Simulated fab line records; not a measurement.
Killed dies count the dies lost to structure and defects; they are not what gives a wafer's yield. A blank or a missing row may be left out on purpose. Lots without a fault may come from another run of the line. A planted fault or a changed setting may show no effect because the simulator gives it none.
2 desks looking at one fault -- flow gf180mcu -- only its own numbers are on each desk; what lay behind them is given at the end

== METROLOGY DESK ==
What the gauges read for every lot (on any tool): the sampled wafers with a number, averaged. If a lot's mean is further than 4 standard deviations from the usual mean, the lot is out of limits and carries the mark OUT (the distance appears in the brackets).
Columns: A = V5_CVD_00_THK at GF_V5_THK_MEAS_01, usual 299 nm; B = V5_BOW at GF_V5_BOW_MEAS_05, usual 134 um
lot,first seen here,A,B
L662,day 26 09:55,297,135
L663,day 26 15:07,300,131
L664,day 27 01:20,295,136
L665,day 27 12:38,298,142
L666,day 27 18:42,297,141
L667,day 28 02:39,297,117
L670,day 29 02:14,301,139
L674,day 30 05:14,299,144
L675,day 30 13:00,297,125
L679,day 31 10:44,296,129
L680,day 31 14:47,298,130
L681,day 32 00:57,301,132
L683,day 32 10:03,303,136
This desk's verdict: no lot among the 13 shows anything out of limits.

== TOOL OWNER'S DESK, krf scanner-02 ==
The tool's own readings at GF_M5_EXPOSE_04 (exposes mask Metal5, target cd 280 nm): means of the sampled wafers that have a number, for each lot that ran on this tool. If a lot's mean is further than 4 standard deviations from the usual mean, the lot is out of limits and carries the mark OUT (the distance appears in the brackets).
Columns: A = exposure dose mJ cm2 at GF_M5_EXPOSE_04, usual 27.97
lot,first seen here,A
L662,day 25 22:40,28.00
L664,day 26 14:07,27.99
L666,day 27 07:49,27.98
L667,day 27 16:19,27.96
L674,day 29 18:51,27.40 (-18) OUT
L675,day 30 03:15,27.41 (-18) OUT
This desk's verdict: out of limits on L674, L675, starting with L674 at day 29 18:51 (exposure dose mJ cm2 at GF_M5_EXPOSE_04). L662, L664, L666, L667 stayed within limits.

== BROUGHT TOGETHER ==
An alarm could have come from the tool owner's desk at day 29 18:51, on L674, L675.
Metrology desk: nothing out of limits seen.
The metrology desk holds a record of L674, L675, inside its limits.
Every lot named ran GF_M5_EXPOSE_04 on krf scanner-02.

== WHAT WAS PUT IN BY THE SIMULATOR ==
Process parameter drift: krf scanner-02, from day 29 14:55 on, at GF_M5_EXPOSE_04. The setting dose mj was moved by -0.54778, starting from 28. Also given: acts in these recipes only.
Struck lots among those shown: L674, L675.
Hours from the fault's start to each desk's first reading out of limits: the tool owner's desk, 4.
